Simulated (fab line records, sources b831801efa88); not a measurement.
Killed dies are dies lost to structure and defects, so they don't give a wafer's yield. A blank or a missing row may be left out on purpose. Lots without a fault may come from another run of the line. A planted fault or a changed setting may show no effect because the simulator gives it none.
Chamber matching | flow sky130 | SKY_CONTACT_CVD_00 on pecvd-04: 3 sister chambers
The step deposits Si3N4, target thk 75 nm. 3 wafers are shown with their chamber, then 9 later ones without.

WAFERS WITH THEIR CHAMBER
wafer  | chamber | heater_power_w (W)
L084.6 | 0       | 679
L092.4 | 1       | 597
L092.5 | 2       | 697

WAFERS WITHOUT THEIR CHAMBER
wafer  | heater_power_w (W)
L094.1 | 535
L094.2 | 603
L094.3 | 736
L094.4 | 591
L094.5 | 538
L094.6 | 596
L097.4 | 571
L097.5 | 696
L097.6 | 571

WHICH CHAMBER EACH WENT THROUGH
wafer  | from the rows above     | in truth
L094.1 | 1                       | 1
L094.2 | 1                       | 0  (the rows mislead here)
L094.3 | can't be placed: 2 or 0 | 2
L094.4 | 1                       | 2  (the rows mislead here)
L094.5 | 1                       | 1
L094.6 | 1                       | 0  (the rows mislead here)
L097.4 | 1                       | 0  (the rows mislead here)
L097.5 | can't be placed: 2 or 0 | 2
L097.6 | 1                       | 1
Placed correctly: 3 of 9. Can't be placed from these rows: 2 (the true chamber is among the candidates in 2). Placed wrongly: 4.
How it was worked out, from the rows above alone: a wafer's distance from a chamber is the root of the sum, over the readings, of the square of ((its reading less the chamber's mean) divided by the reading's scatter). The wafer belongs to the nearest chamber; if the next one is less than 2 further off, it can't be placed. A chamber's mean is the mean of its shown wafers. The scatter: with one shown wafer a chamber, the root of the mean of the squares of how far each hidden wafer lies from its nearest shown one.
